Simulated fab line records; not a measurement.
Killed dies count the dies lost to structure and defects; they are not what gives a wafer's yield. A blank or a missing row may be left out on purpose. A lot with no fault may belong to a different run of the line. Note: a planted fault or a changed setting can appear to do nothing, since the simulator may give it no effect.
2 desks, one fault    flow gf180mcu    what lay behind the numbers comes last; until then each desk has only its own

TOOL OWNER'S DESK, wet bench-01
The tool's own readings at GF_SAB_WET_ETCH_12 (etches SiO2 in dHF, target depth 22 nm, time 440 s): means of the sampled wafers that have a number, for each lot that ran on this tool. A lot is out of limits, marked OUT, if its mean lies more than 4 standard deviations from the usual mean; the brackets give that distance.
Columns: A = run length s at GF_SAB_WET_ETCH_12, usual 467.4 s
lot   first seen here  A
L126  day 16 09:47     466.9
L127  day 16 20:50     467.8
L136  day 19 23:53     463.7
L137  day 20 04:44     465.7
L143  day 22 05:07     342.3 (-43) OUT
L144  day 22 17:08     343.3 (-43) OUT
Finding of this desk: L143, L144 out of limits; the first was L143 at day 22 05:07, on run length s at GF_SAB_WET_ETCH_12. L126, L127, L136, L137: within limits.

METROLOGY DESK
What the gauges read for every lot (on any tool): the sampled wafers with a number, averaged. A lot is out of limits, marked OUT, if its mean lies more than 4 standard deviations from the usual mean; the brackets give that distance.
Columns: A = PSD_OVL at GF_PSD_OVL_MEAS_08, usual 0.1 nm; B = SAB_CVD_00_THK at GF_SAB_THK_MEAS_01, usual 49.7 nm
lot   first seen here  A     B
L125  day 14 18:58     0.3   49.3
L126  day 15 10:31     -1.9  48.6
L127  day 15 21:28     3.8   50.0
L128  day 15 22:23     -1.2  49.5
L130  day 16 20:38     -0.2  48.8
L131  day 17 04:32     0.3   49.7
L132  day 17 13:40     1.9   49.8
L133  day 17 21:16     -0.0  50.5
L135  day 18 12:19     1.3   50.1
L136  day 18 22:16     -0.6  50.8
L137  day 19 03:22     -0.8  50.1
L143  day 21 04:40     0.4   48.5
L144  day 21 16:42     0.3   50.1
L147  day 22 23:19     -0.4  50.9
Finding of this desk: none of the 14 lots has anything out of limits.

ALL TOGETHER
An alarm could have come from the tool owner's desk at day 22 05:07, on L143, L144.
At the metrology desk, nothing out of limits was observed.
The metrology desk has L143, L144 on record, within its limits.
Every lot named ran GF_SAB_WET_ETCH_12 on wet bench-01.

WHAT THE SIMULATOR HAD INSERTED
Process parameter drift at GF_SAB_WET_ETCH_12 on wet bench-01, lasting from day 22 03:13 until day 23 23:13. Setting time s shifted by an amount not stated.
Lots struck among those shown: L143, L144.
Each desk's first reading out of limits, in hours after the fault started: the tool owner's desk, 2.
